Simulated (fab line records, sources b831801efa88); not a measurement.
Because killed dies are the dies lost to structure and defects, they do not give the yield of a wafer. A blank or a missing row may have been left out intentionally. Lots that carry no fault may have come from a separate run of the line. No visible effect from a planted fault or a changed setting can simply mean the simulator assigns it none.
What tool caused it?    flow gf180mcu    24 lots (72 wafers sampled), 1 step of a 602-step route

## WHAT THE GAUGES SHOWED, per wafer
GF_M1_CD_MEAS_14: the cd target is 230 nm. Usual: 230.0 nm for cd_nm, sd 1.5.
lot   measured      on         cd_nm (nm)         flag
L074  day 17 11:15  cd_sem-02  230.4 229.7 229.5  
L075  day 17 19:15  cd_sem-01  230.9 228.7 229.3  
L076  day 18 02:38  cd_sem-02  229.9 228.9 228.7  
L077  day 18 10:08  cd_sem-01  231.3 231.3 230.6  
L078  day 18 12:58  cd_sem-01  229.4 228.5 228.8  
L079  day 19 06:17  cd_sem-01  228.4 229.7 228.7  
L080  day 19 07:41  cd_sem-02  231.4 231.4 232.6  
L081  day 19 20:23  cd_sem-01  230.4 229.9 230.8  
L082  day 20 02:24  cd_sem-01  233.0 232.2 232.3  
L083  day 20 09:44  cd_sem-01  231.9 232.1 232.6  
L084  day 20 16:39  cd_sem-01  230.6 230.5 231.3  
L085  day 21 03:26  cd_sem-01  231.1 231.5 231.1  
L086  day 21 11:58  cd_sem-01  230.5 228.2 229.2  
L087  day 22 03:57  cd_sem-02  227.0 228.1 227.4  
L088  day 22 08:52  cd_sem-02  229.7 229.3 229.9  
L089  day 22 17:11  cd_sem-01  230.3 229.0 230.9  
L090  day 22 21:23  cd_sem-01  229.1 227.8 228.0  
L091  day 23 06:54  cd_sem-02  231.8 231.9 232.5  
L092  day 23 15:44  cd_sem-01  231.2 231.1 231.0  
L093  day 23 23:46  cd_sem-01  228.0 228.9 228.5  
L094  day 24 09:25  cd_sem-02  231.0 230.5 229.4  
L095  day 24 14:06  cd_sem-02  227.8 228.1 228.6  
L096  day 25 00:29  cd_sem-01  230.7 228.2 230.2  
L097  day 25 01:34  cd_sem-01  227.9 227.8 227.3  

## WHAT TOOL EACH LOT RAN ON (gives the tool, then ch and the chambers of the sampled wafers, and finally the start)
There is no process step in the record ahead of these readings.

## AS READ BY THE TOOLS THEMSELVES (means over the sampled wafers that have a number; for cases with no such wafer, the mark the record gives instead)
The record holds no such reading with a usual standard deviation.

## THE ANSWER, worked out from the rows above alone
Rule: a lot is off if the mean of its wafers that have a number lies more than 3 standard deviations from the usual mean. A lot without any number at a reading at which 4 lots or more have one is off too. Where the step has rows for the other lots, those lots are counted as sound. First the gauges in route order, then the tools' own readings, where a lot's mean is used as printed above. At the first step where some lot is off, the reading lying furthest off is the one used; lots without a number count as furthest.
Across all readings shown, no lot is off: no conclusion can be drawn from this.

## WHAT HAD BEEN PUT IN BY THE SIMULATOR
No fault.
